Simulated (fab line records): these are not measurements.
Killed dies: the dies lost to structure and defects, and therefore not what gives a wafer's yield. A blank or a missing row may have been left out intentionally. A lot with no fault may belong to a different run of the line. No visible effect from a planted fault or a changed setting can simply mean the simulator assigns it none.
fab line records	flow sky130
[record] lots = 5	wafers = 15	lastDay = 50
route steps=708 shown SONOS_ONO@171 GATE_OXIDE@187 POLY_GATE@204 RES_PROTECT@206 PAD_OPEN@708
lots untouched by any fault: they come from a run of this same line in which no faults occurred
startH: start of the lot's first displayed wafer, in hours after the record's first day	waitH: hours from the lot's prior step to this one	" repeats the value in the row above	L1.1+2: a single row standing in for several wafers	- value missing, or start not given	* or withheld: withheld	< > ~ a bound
route shown NAME@n: a module of which the file shows steps, and the number in the route of the first	usual: the fault-free wafers' mean and standard deviation	same: alike in all rows	chamber/n: place in a boat	sites: the reading at each site	_std_site: standard deviation across them	_edge_site: outer sites' mean less inner sites'	radiusMm: for every site, how far away it sits from the centre of the wafer	mask NAME#n: copy n	behind: the last tool/chamber to shape the wafer	hold: why the lot went on hold/how many hours it stayed there/how the hold came to an end	device: the transistor (n, p or np) that didn't switch	end of line: the same wafers' tests at the end of the route	a step without rows: its recipe alone	killed: dies lost to structure and defects at the first sort, not the wafer's yield	map: a wafer's dies, x killed, . not, _ none there
set.NAME: the setting the step ran with; set.NAME@STEP: the setting that earlier step ran with	model.NAME: the simulator's own value behind a step, which no gauge read
certain route steps with their lots: each step a table, each wafer a row
services: when a tool's chamber went out of use (startH, in hours from the record's first day, below 0 if earlier), for how many hours, and the reason
[[steps]]
[step SKY_SONOS_ONO_THK_MEAS_03]
[recipe] reads = Si3N4_of_SONOS_ONO_CVD_02
[usual] SONOS_ONO_CVD_02_THK = 10.66/0.12
lot.wafer	tool	chamber	startH	waitH	SONOS_ONO_CVD_02_THK[nm]
L680.1	filmMetro-04	-	302.12	0.0	10.60
L680.2	"	-	"	"	10.73
L680.6	"	-	"	"	10.73
L682.1	filmMetro-03	-	314.70	0.0	10.76
L682.2	"	-	"	"	10.69
L682.5	"	-	"	"	10.50
L688.1	filmMetro-01	-	367.42	0.0	10.66
L688.2	"	-	"	"	10.69
L688.3	"	-	"	"	10.85
L697.2	filmMetro-01	-	432.51	0.0	10.99
L697.3	"	-	"	"	10.88
L697.6	"	-	"	"	10.83
L696.1	filmMetro-01	-	435.81	0.0	10.66
L696.5	"	-	"	"	10.67
L696.6	"	-	"	"	10.71
[step SKY_SONOS_ONO_CVD_04]
[recipe] material = SiO2	precursor = SiH4/N2O	targetThkNm = 5.7199	tempC = 900	pressureMtorr = 400
[step SKY_SONOS_ONO_THK_MEAS_05]
[recipe] reads = SiO2_of_SONOS_ONO_CVD_04
[usual] SONOS_ONO_CVD_04_THK = 5.70/0.11
lot.wafer	tool	chamber	startH	waitH	SONOS_ONO_CVD_04_THK[nm]
L680.1	filmMetro-01	-	303.43	0.0	5.56
L680.2	"	-	"	"	5.49
L680.6	"	-	"	"	5.62
L682.1	filmMetro-03	-	316.01	0.0	5.58
L682.2	"	-	"	"	5.59
L682.5	"	-	"	"	5.63
L688.1	filmMetro-04	-	368.73	0.0	5.72
L688.2	"	-	"	"	5.68
L688.3	"	-	"	"	5.71
L697.2	filmMetro-03	-	433.82	0.0	5.75
L697.3	"	-	"	"	5.76
L697.6	"	-	"	"	5.64
L696.1	filmMetro-04	-	437.12	0.0	5.82
L696.5	"	-	"	"	5.70
L696.6	"	-	"	"	5.79
[step SKY_SONOS_ONO_DEHYDRATE_06]
[recipe] tempC = 200	timeS = 60
[step SKY_SONOS_ONO_HMDS_07]
[recipe] primeTimeS = 60	primeTempC = 120
[step SKY_SONOS_ONO_COAT_08]
[recipe] resist = NOVOLAK	spinRpm = 3000	resistThkNm = 1140
[step SKY_SONOS_ONO_SOFTBAKE_09]
[recipe] tempC = 90	timeS = 60	resist = NOVOLAK
[step SKY_SONOS_ONO_EXPOSE_10]
[recipe] maskId = ONOM	targetCdNm = 410	na = 0.6	sourceShape = conventional	sigmaOuter = 0.6	doseMj = 150
[step SKY_SONOS_ONO_PEB_11]
[recipe] tempC = withheld	timeS = *	resist = NOVOLAK
[step SKY_SONOS_ONO_DEVELOP_12]
[recipe] developTimeS = 60	devTempC = 23
[step SKY_SONOS_ONO_CD_MEAS_13]
[recipe] targetCdNm = 410
[usual] cdNm = 409.3/2.1
lot.wafer	tool	chamber	startH	waitH	cdNm
L680.1	cdSem-01	-	329.54	0.1	409.2
L680.2	"	-	"	"	409.8
L680.6	"	-	"	"	410.9
L682.1	cdSem-02	-	342.24	0.1	412.5
L682.2	"	-	"	"	413.8
L682.5	"	-	"	"	414.2
L688.1	cdSem-02	-	397.47	0.1	407.1
L688.2	"	-	"	"	405.0
L688.3	"	-	"	"	405.6
L697.2	cdSem-01	-	464.45	0.1	411.0
L697.3	"	-	"	"	409.4
L697.6	"	-	"	"	413.3
L696.1	cdSem-02	-	467.97	0.1	409.3
L696.5	"	-	"	"	408.8
L696.6	"	-	"	"	410.2
[step SKY_SONOS_ONO_OVL_MEAS_14]
[usual] SONOS_ONO_OVL = 0.3/2
lot.wafer	tool	chamber	startH	waitH	SONOS_ONO_OVL[nm]
L680.1	overlay-01	-	329.66	0.1	0.7
L680.2	"	-	"	"	-1.1
L680.6	"	-	"	"	-1.2
L682.1	overlay-02	-	342.36	0.1	-2.6
L682.2	"	-	"	"	-0.6
L682.5	"	-	"	"	-0.5
L688.1	overlay-01	-	397.59	0.1	-0.8
L688.2	"	-	"	"	-0.5
L688.3	"	-	"	"	-2.3
L697.2	overlay-01	-	464.56	0.1	2.2
L697.3	"	-	"	"	1.3
L697.6	"	-	"	"	1.3
L696.1	overlay-02	-	468.09	0.1	2.2
L696.5	"	-	"	"	1.4
L696.6	"	-	"	"	2.4
[step SKY_SONOS_ONO_ETCH_15]
[recipe] targetDepthNm = 19.52	chemistry = CHF3/O2	sourceW = 600	biasW = 200	pressureMtorr = 40	chf3FlowSccm = 50	O2_flow_sccm = 5	timeS = 7.8
[usual] chf3FlowSccm = 49.99/0.17	drypumpMotorCurrentA = 5.7/0.47	oesProductAu = 1.002/0.007	throttleValvePct = 8.825/0.0086
lot.wafer	tool	chamber	startH	waitH	chf3FlowSccm	drypumpMotorCurrentA	oesProductAu	rfHoursCounterH	throttleValvePct
L680.1	rieDiel-02	3	329.70	0.0	49.63	5.5	1.011	105	8.829
L680.2	"	2	"	"	49.86	5.6	1.001	1	8.835
L680.6	"	0	"	"	49.93	6.3	0.990	-	8.826
L682.1	rieDiel-02	1	342.40	0.0	49.97	5.9	0.989	3	8.806
L682.2	"	2	"	"	49.72	5.6	1.011	1	8.822
L682.5	"	3	"	"	49.89	5.4	1.006	-	8.821
L688.1	rieDiel-02	3	397.63	0.0	49.80	5.4	1.010	106	8.828
L688.2	"	1	"	"	50.00	5.9	0.994	4	8.825
L688.3	"	0	"	"	50.05	6.3	1.010	36	8.826
L697.2	rieDiel-02	3	464.59	0.0	49.96	5.4	1.005	1	8.834
L697.3	"	0	"	"	49.81	6.3	1.008	37	8.827
L697.6	"	2	"	"	49.72	5.7	1.001	-	8.830
L696.1	rieDiel-01	1	468.13	0.0	50.04	5.8	0.996	83	8.807
L696.5	"	1	"	"	50.11	5.8	0.993	-	8.822
L696.6	"	0	"	"	50.02	5.5	0.998	-	8.815
[step SKY_SONOS_ONO_WET_ETCH_16]
[recipe] chemistry = dHF	targetDepthNm = 14	dry = n2Spin	target = SiO2	dilution = 100:1	tempC = 25	timeS = 280
[step SKY_SONOS_ONO_STRIP_17]
[recipe] chemistry = O2/N2	powerW = 1400	pressureMtorr = 1500	platenTempC = withheld	o2FlowSccm = 3000	n2FlowSccm = 300	overashFraction = 0.5
[usual] drypumpMotorCurrentA = 6.02/0.28	oesProductAu = 0.711/0.0049	stripTimeToEndpointS = 14.09/0.045
lot.wafer	tool	chamber	startH	waitH	drypumpMotorCurrentA	oesProductAu	rfHoursCounterH	stripTimeToEndpointS
L680.1	plasmaAsher-04	1	329.80	0.0	5.97	0.703	67	14.06
L680.2	"	0	"	"	6.25	0.703	67	14.09
L680.6	"	0	"	"	6.22	0.706	-	14.05
L682.1	plasmaAsher-01	0	342.50	0.0	5.57	0.716	66	14.09
L682.2	"	1	"	"	6.07	0.719	66	14.06
L682.5	"	0	"	"	5.59	0.702	-	14.08
L688.1	plasmaAsher-04	0	397.73	0.0	6.21	0.708	74	14.03
L688.2	"	1	"	"	5.97	0.713	74	14.00
L688.3	"	0	"	"	6.23	0.712	-	14.06
L697.2	plasmaAsher-01	1	464.69	0.0	6.01	0.710	76	14.19
L697.3	"	0	"	"	5.59	0.709	-	14.18
L697.6	"	0	"	"	5.60	0.715	-	14.20
L696.1	plasmaAsher-01	0	468.23	0.0	5.58	0.716	76	14.07
L696.5	"	1	"	"	6.06	0.706	-	14.10
L696.6	"	0	"	"	5.59	0.706	-	14.11
[step SKY_SONOS_ONO_WET_ETCH_18]
[recipe] chemistry = H3PO4	targetDepthNm = 15	target = Si3N4	tempC = 160	timeS = 172
[step SKY_GATE_OXIDE_CLEAN_00]
[recipe] chemistry = SC1/SC2	mix = 1:4:20	tempC = 70	timeS = 150	dry = n2Spin
[step SKY_GATE_OXIDE_OXIDATION_01]
[recipe] tempC = 900	ambient = O2	stabiliseS = 600	purgeS = 300	targetThkA = 102.68	oxTimeS = 1530
[step SKY_GATE_OXIDE_THK_MEAS_02]
[recipe] reads = SiO2_of_GATE_OXIDE_OXIDATION_01
[usual] GATE_OXIDE_OXIDATION_00_THK = 10.40/0.18
lot.wafer	tool	chamber	startH	waitH	GATE_OXIDE_OXIDATION_00_THK[nm]
L680.1	filmMetro-01	-	332.17	0.0	10.45
L680.2	"	-	"	"	10.32
L680.6	"	-	"	"	10.24
L682.1	filmMetro-02	-	346.09	0.0	10.74
L682.2	"	-	"	"	10.62
L682.5	"	-	"	"	10.59
L688.1	filmMetro-04	-	400.67	0.0	10.54
L688.2	"	-	"	"	10.48
L688.3	"	-	"	"	10.53
L697.2	filmMetro-02	-	466.75	0.0	10.20
L697.3	"	-	"	"	10.45
L697.6	"	-	"	"	10.48
L696.1	filmMetro-01	-	470.89	0.0	10.75
L696.5	"	-	"	"	10.68
L696.6	"	-	"	"	10.61
[step SKY_GATE_OXIDE_DEHYDRATE_03]
[recipe] tempC = 200	timeS = 60
[step SKY_GATE_OXIDE_HMDS_04]
[recipe] primeTimeS = 60	primeTempC = 120
[step SKY_GATE_OXIDE_COAT_05]
[recipe] resist = NOVOLAK	spinRpm = 3000	resistThkNm = 1140
[step SKY_GATE_OXIDE_SOFTBAKE_06]
[recipe] tempC = 90	timeS = 60	resist = NOVOLAK
[step SKY_GATE_OXIDE_EXPOSE_07]
[recipe] maskId = LVOM	na = 0.6	sourceShape = conventional	sigmaOuter = 0.6	polarization = unpolarized	targetCdNm = 600	doseMj = 170
[step SKY_GATE_OXIDE_PEB_08]
[recipe] tempC = withheld	timeS = *	resist = NOVOLAK
[step SKY_GATE_OXIDE_DEVELOP_09]
[recipe] resist = NOVOLAK	developer = TMAH	developTimeS = 60	devTempC = 23
[step SKY_GATE_OXIDE_OVL_MEAS_10]
[usual] GATE_OXIDE_OVL = 0.3/1.6
lot.wafer	tool	chamber	startH	waitH	GATE_OXIDE_OVL[nm]
L680.1	overlay-02	-	358.97	0.1	-0.1
L680.2	"	-	"	"	0.9
L680.6	"	-	"	"	0.2
L682.1	overlay-01	-	373.39	0.1	0.6
L682.2	"	-	"	"	-0.2
L682.5	"	-	"	"	1.0
L688.1	overlay-02	-	430.22	0.1	1.6
L688.2	"	-	"	"	0.9
L688.3	"	-	"	"	0.0
L697.2	overlay-01	-	497.58	0.1	1.5
L697.3	"	-	"	"	-1.5
L697.6	"	-	"	"	-2.0
L696.1	overlay-01	-	501.57	0.1	2.7
L696.5	"	-	"	"	1.6
L696.6	"	-	"	"	0.5
[step SKY_GATE_OXIDE_IMPLANT_11]
[recipe] species = B	energyKev = 10	doseCm2 = 2.6e+12	tiltDeg = withheld
[step SKY_GATE_OXIDE_WET_ETCH_12]
[recipe] chemistry = dHF	targetDepthNm = 16.8	dry = n2Spin	target = SiO2	dilution = 100:1	tempC = 25	timeS = 336
[step SKY_GATE_OXIDE_STRIP_13]
[recipe] chemistry = O2/N2	powerW = 1400	pressureMtorr = 1500	platenTempC = withheld	o2FlowSccm = 3000	n2FlowSccm = 300	overashFraction = 0.5
[usual] drypumpMotorCurrentA = 5.90/0.25	oesProductAu = 0.715/0.0046	stripTimeToEndpointS = 14.15/0.039
lot.wafer	tool	chamber	startH	waitH	drypumpMotorCurrentA	oesProductAu	rfHoursCounterH	stripTimeToEndpointS
L680.1	plasmaAsher-04	1	359.26	0.0	5.96	0.714	70	14.12
L680.2	"	0	"	"	6.22	0.710	70	14.14
L680.6	"	1	"	"	5.96	0.707	-	14.12
L682.1	plasmaAsher-01	1	373.68	0.0	6.02	0.714	68	14.19
L682.2	"	0	"	"	5.57	0.716	68	14.17
L682.5	"	0	"	"	5.57	0.710	-	14.18
L688.1	plasmaAsher-04	0	430.53	0.0	6.27	0.708	0	14.17
L688.2	"	1	"	"	5.96	0.715	0	14.21
L688.3	"	0	"	"	6.25	0.709	-	14.15
L697.2	plasmaAsher-01	1	497.96	0.0	6.03	0.717	79	14.17
L697.3	"	0	"	"	5.64	0.706	-	14.21
L697.6	"	0	"	"	5.61	0.717	-	14.22
L696.1	plasmaAsher-02	0	501.86	0.0	5.59	0.722	38	14.18
L696.5	"	1	"	"	5.72	0.712	-	14.17
L696.6	"	0	"	"	5.58	0.715	-	14.18
[step SKY_GATE_OXIDE_TW_MEAS_14]
[usual] GATE_OXIDE_TW = 226.3/1.6
lot.wafer	tool	chamber	startH	waitH	GATE_OXIDE_TW
L680.1	filmMetro-02	-	359.36	0.1	226.3
L680.2	"	-	"	"	226.5
L680.6	"	-	"	"	226.5
L682.1	filmMetro-01	-	373.78	0.1	228.1
L682.2	"	-	"	"	226.8
L682.5	"	-	"	"	226.1
L688.1	filmMetro-04	-	430.63	0.1	224.6
L688.2	"	-	"	"	225.5
L688.3	"	-	"	"	225.1
L697.2	filmMetro-02	-	498.07	0.1	229.0
L697.3	"	-	"	"	226.7
L697.6	"	-	"	"	228.0
L696.1	filmMetro-01	-	501.96	0.1	228.1
L696.5	"	-	"	"	228.1
L696.6	"	-	"	"	227.6
[step SKY_GATE_OXIDE_CLEAN_15]
[recipe] chemistry = SC1/SC2	mix = 1:4:20	tempC = 70	timeS = 150	dry = n2Spin
[step SKY_GATE_OXIDE_OXIDATION_16]
[recipe] tempC = 800	ambient = O2	idleTempC = 700	rampUpCPerMin = 10	rampDownCPerMin = 3	stabiliseS = 600	purgeS = 300	targetThkA = 35.7	oxTimeS = 1915
[step SKY_POLY_GATE_CVD_00]
[recipe] material = poly-Si	targetThkNm = 180	tempC = 620	timeS = 720	pressureMtorr = 200
[step SKY_POLY_GATE_THK_MEAS_01]
[recipe] reads = poly-Si_of_POLY_GATE_CVD_00
[usual] POLY_GATE_CVD_00_THK = 180.3/1.6
lot.wafer	tool	chamber	startH	waitH	POLY_GATE_CVD_00_THK[nm]
L680.1	filmMetro-03	-	363.24	0.0	180.5
L680.2	"	-	"	"	181.3
L680.6	"	-	"	"	179.7
L682.1	filmMetro-01	-	376.62	0.0	177.4
L682.2	"	-	"	"	179.2
L682.5	"	-	"	"	180.1
L688.1	filmMetro-03	-	435.64	0.0	181.2
L688.2	"	-	"	"	180.2
L688.3	"	-	"	"	178.8
L697.2	filmMetro-03	-	501.14	0.0	182.1
L697.3	"	-	"	"	181.9
L697.6	"	-	"	"	181.8
L696.1	filmMetro-02	-	504.83	0.0	182.8
L696.5	"	-	"	"	182.5
L696.6	"	-	"	"	182.9
[step SKY_RES_PROTECT_DEHYDRATE_00]
[recipe] tempC = 200	timeS = 60
[step SKY_RES_PROTECT_HMDS_01]
[recipe] primeTimeS = 60	primeTempC = 120
[step SKY_RES_PROTECT_COAT_02]
[recipe] resist = NOVOLAK	spinRpm = 3000	resistThkNm = 1140
[step SKY_RES_PROTECT_SOFTBAKE_03]
[recipe] tempC = 90	timeS = 60	resist = NOVOLAK
[step SKY_RES_PROTECT_EXPOSE_04]
[recipe] maskId = RPM	na = 0.6	sourceShape = conventional	sigmaOuter = 0.6	polarization = unpolarized	targetCdNm = 1270	doseMj = 131
[step SKY_RES_PROTECT_PEB_05]
[recipe] tempC = withheld	timeS = *	resist = NOVOLAK
[step SKY_RES_PROTECT_DEVELOP_06]
[recipe] resist = NOVOLAK	developer = TMAH	developTimeS = 60	devTempC = 23
[step SKY_PAD_OPEN_PROBE_99]
[usual] killed_at_M0_to_M3 = 44/7	killed_at_M4_up = 3.2/2	killedAtContacts = 25/5.3	killedAtFrontEnd = 15/4.3	killedAtOther = 0.3/0.54	killedDies = 86/8.7	killedOnRim = 17/3.6	killedOpen = 47/6.4	killedShort = 39/5.6
[same] grossDies = 492	killedAtBackSide = 0
lot.wafer	tool	chamber	startH	waitH	hold	killed_at_M0_to_M3	killed_at_M4_up	killedAtContacts	killedAtFrontEnd	killedAtOther	killedDies	killedOnRim	killedOpen	killedShort
L680.1	prober-01	-	1110.30	0.1	-	36	5	27	12	2	82	24	54	26
L680.2	prober-01	-	1110.35	0.1	-	33	0	30	9	0	72	10	42	30
L680.6	prober-01	-	1110.55	0.2	-	49	2	19	12	1	83	19	46	36
L682.1	prober-01	-	1117.64	0.1	-	42	3	26	16	0	87	18	48	39
L682.2	prober-01	-	1117.69	0.1	-	49	1	30	18	0	98	18	53	45
L682.5	prober-01	-	1117.84	0.2	-	35	2	27	16	0	80	16	45	35
L688.1	prober-01	-	1157.01	0.1	awaitDispo/8.7h/release	48	1	27	15	0	91	17	55	36
L688.2	prober-01	-	1157.06	0.1	awaitDispo/8.7h/release	44	6	24	13	0	87	21	49	38
L688.3	prober-01	-	1157.11	0.2	awaitDispo/8.7h/release	52	3	26	48	0	129	28	57	42
L697.2	prober-01	-	1193.59	0.1	-	48	4	30	11	0	93	17	58	35
L697.3	prober-01	-	1193.64	0.2	-	48	3	35	11	0	97	22	58	39
L697.6	prober-01	-	1193.79	0.2	-	56	5	19	19	0	99	20	52	47
L696.1	prober-02	-	1198.36	0.1	-	42	3	27	14	0	86	14	44	42
L696.5	prober-02	-	1198.56	0.2	-	37	2	21	19	0	79	10	34	45
L696.6	prober-02	-	1198.61	0.2	-	33	3	40	19	0	95	20	53	42
// killed by level:class
L680.1 CONTACT:geometricParticle:open=13 LI_CONTACT:geometricParticle:open=8 VIA2:geometricParticle:open=8 VIA1:geometricParticle:open=6 FIELD_ISO:geometricParticle:short=4 METAL1:geometricParticle:short=4 FIELD_ISO:geometricParticle:open=3 METAL2:geometricParticle:short=3
L680.2 CONTACT:geometricParticle:open=11 VIA1:geometricParticle:open=8 LI_CONTACT:geometricParticle:open=7 LOCAL_INTERCONNECT:geometricParticle:short=6 VIA2:geometricParticle:open=6 VIA3:geometricParticle:open=5 METAL2:geometricParticle:short=4 VIA2:geometricParticle:short=3
L680.6 VIA2:geometricParticle:open=11 VIA1:geometricParticle:short=7 VIA3:geometricParticle:open=7 VIA1:geometricParticle:open=6 POLY_GATE:geometricParticle:open=5 CONTACT:geometricParticle:open=5 CONTACT:geometricParticle:short=5 METAL1:geometricParticle:short=5
L682.1 LI_CONTACT:geometricParticle:open=11 CONTACT:geometricParticle:open=7 VIA3:geometricParticle:open=6 FIELD_ISO:geometricParticle:open=5 METAL2:geometricParticle:short=5 CONTACT:geometricParticle:short=5 METAL1:geometricParticle:short=5 VIA2:geometricParticle:open=5
L682.2 VIA1:geometricParticle:open=13 LI_CONTACT:geometricParticle:open=11 CONTACT:geometricParticle:open=8 CONTACT:geometricParticle:short=7 FIELD_ISO:geometricParticle:short=5 POLY_GATE:geometricParticle:open=5 VIA2:geometricParticle:open=5 VIA3:geometricParticle:short=5
L682.5 CONTACT:geometricParticle:open=12 VIA3:geometricParticle:open=8 LI_CONTACT:geometricParticle:open=6 CONTACT:geometricParticle:short=5 VIA1:geometricParticle:open=5 POLY_GATE:geometricParticle:short=4 POLY_GATE:geometricParticle:open=4 METAL1:geometricParticle:short=4
L688.1 VIA1:geometricParticle:open=12 CONTACT:geometricParticle:open=10 VIA2:geometricParticle:open=10 LI_CONTACT:geometricParticle:open=8 CONTACT:geometricParticle:short=7 VIA3:geometricParticle:open=7 FIELD_ISO:geometricParticle:short=5 METAL1:geometricParticle:short=5
L688.2 VIA1:geometricParticle:open=12 VIA2:geometricParticle:open=9 CONTACT:geometricParticle:open=7 VIA3:geometricParticle:open=6 FIELD_ISO:geometricParticle:short=5 METAL1:geometricParticle:short=5 LI_CONTACT:geometricParticle:open=5 LOCAL_INTERCONNECT:geometricParticle:short=5
L688.3 SONOS_ONO:unspecified=29 VIA1:geometricParticle:open=12 CONTACT:geometricParticle:open=12 LI_CONTACT:geometricParticle:open=7 VIA3:geometricParticle:short=7 VIA3:geometricParticle:open=6 POLY_GATE:geometricParticle:open=5 METAL1:geometricParticle:short=5
L697.2 CONTACT:geometricParticle:open=14 VIA1:geometricParticle:open=12 VIA2:geometricParticle:open=11 LI_CONTACT:geometricParticle:open=8 METAL2:geometricParticle:short=7 VIA3:geometricParticle:open=5 CONTACT:geometricParticle:short=5 METAL4:geometricParticle:short=3
L697.3 CONTACT:geometricParticle:open=16 VIA1:geometricParticle:open=10 LI_CONTACT:geometricParticle:open=8 CONTACT:geometricParticle:short=7 METAL1:geometricParticle:short=7 METAL2:geometricParticle:short=7 VIA2:geometricParticle:open=7 VIA3:geometricParticle:open=6
L697.6 VIA1:geometricParticle:open=11 VIA1:geometricParticle:short=10 VIA2:geometricParticle:open=9 FIELD_ISO:geometricParticle:open=7 LI_CONTACT:geometricParticle:open=7 CONTACT:geometricParticle:open=7 VIA3:geometricParticle:open=6 FIELD_ISO:geometricParticle:short=5
L696.1 CONTACT:geometricParticle:open=11 VIA1:geometricParticle:open=9 FIELD_ISO:geometricParticle:open=6 VIA1:geometricParticle:short=6 METAL2:geometricParticle:short=6 LI_CONTACT:geometricParticle:open=5 SPACER:geometricParticle:short=4 LI_CONTACT:geometricParticle:short=4
L696.5 CONTACT:geometricParticle:short=10 VIA1:geometricParticle:open=8 VIA2:geometricParticle:open=6 VIA1:geometricParticle:short=6 VIA3:geometricParticle:open=6 FIELD_ISO:geometricParticle:short=5 POLY_GATE:geometricParticle:short=5 LI_CONTACT:geometricParticle:open=5
L696.6 CONTACT:geometricParticle:open=15 CONTACT:geometricParticle:short=13 VIA1:geometricParticle:open=8 FIELD_ISO:geometricParticle:open=6 VIA2:geometricParticle:open=6 LI_CONTACT:geometricParticle:open=5 POLY_GATE:geometricParticle:open=4 LI_CONTACT:geometricParticle:short=4
// map L688.3 (x killed, . not)
__________.....xx..x_________
________.....x......x._______
______x.......x.xxx....._____
_____.xxx.........x.x..x.____
____..x.x..x...x.xx....xx.___
___.........x...x.x.x.x....__
__..............x.x.x.....x._
_x...x..x...x.x.......x......
_............x.....x....x....
_x.x.......x.x...x.....x.....
_.....x.xx.....xx............
_..x.......xx...x.x.x..x.x...
_....x.......x....x.x.....xx.
_......x...x...xx.xx.....x..x
_.x.x.........x..x....x.x....
__..x.......xx.........xx..._
___.....xxx.x....x..x......__
____.x..........xx.x......___
_____x..x..x........x....____
______.x...xxxxxxxx...x._____
________...xxxxxxxxx.._______
__________xxxxxxxxxx_________
// map L697.6 (x killed, . not)
__________.....x...._________
________xx...x...x.x.._______
______......x..........._____
_____...xx....x..........____
____.x....................___
___xx......xxxx............__
__....x....xx.xx....x......._
_.x...x.x...xx.x....x.x.....x
_xxx......x..x......x...xx.xx
_xx.x......xx.x....x........x
_...xx.................x.x..x
_..x......x.x.x.........xx...
_....x.....xx................
_...........xx...x.xx.....x..
_..xx..x..xxx....x...........
__..x..............x.x.x.x.._
___xx..........x.x....x....__
____.....x...x..x..x.....x___
_____x...x.....x...xx....____
______.................._____
________............x._______
__________........x._________
[[services]]
tool	chamber	startH	hours	kind
rieDiel-01	-	332.24	0.5	repair
rieDiel-02	0	340.40	35.3	repair
plasmaAsher-01	-	352.47	6.1	repair
plasmaAsher-01	-	354.64	6.3	repair
rieDiel-02	2	369.13	6.2	repair
plasmaAsher-02	-	385.00	1.2	repair
rieDiel-01	2	393.26	14.2	repair
plasmaAsher-01	-	396.24	4.5	repair
plasmaAsher-04	-	401.99	0.6	repair
rieDiel-02	3	407.13	-	clean
rieDiel-02	3	407.13	15.6	scheduledDown
rieDiel-02	3	407.13	15.6	ventCycle
rieDiel-01	-	420.78	14.6	pm
plasmaAsher-04	-	421.25	9.0	pm
plasmaAsher-04	0	421.25	9.0	ventCycle
plasmaAsher-04	1	421.25	9.0	ventCycle
plasmaAsher-02	-	425.66	4.3	pm
plasmaAsher-04	0	430.25	-	clean
plasmaAsher-04	1	430.25	-	clean
rieDiel-01	-	435.57	2.8	pm
plasmaAsher-01	-	442.55	13.8	repair
rieDiel-01	-	472.26	1.2	repair
[[key]]
[firstSign] step = SKY_PAD_OPEN_PROBE_99	reading = killedAtFrontEnd	direction = up	sigmas = 7.8	usual = 15	struck = 48
[effect] step = SKY_PAD_OPEN_PROBE_99	reading = killedDies	direction = up	sigmas = 4.9	usual = 86	struck = 129
metAt SKY_SONOS_ONO_ETCH_15
struckWafers L688.3
testerLeftOut L688
onsetBetween 329.70 397.63
[fault] kind = chamberParticleSource	tool = rieDiel-02	chamber = 0	onsetH = 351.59	steps = SKY_SONOS_ONO_ETCH_15	ratePerVisitCm2 = 1.5471	endH = 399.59
// testerLeftOut: of these lots the tester's yield and bins aren't shown, on N5 and GAA mostly nor the transistor test; their killed dies are dies lost to structure and defects alone, not to doping, threshold or leakage, so they don't give the yield
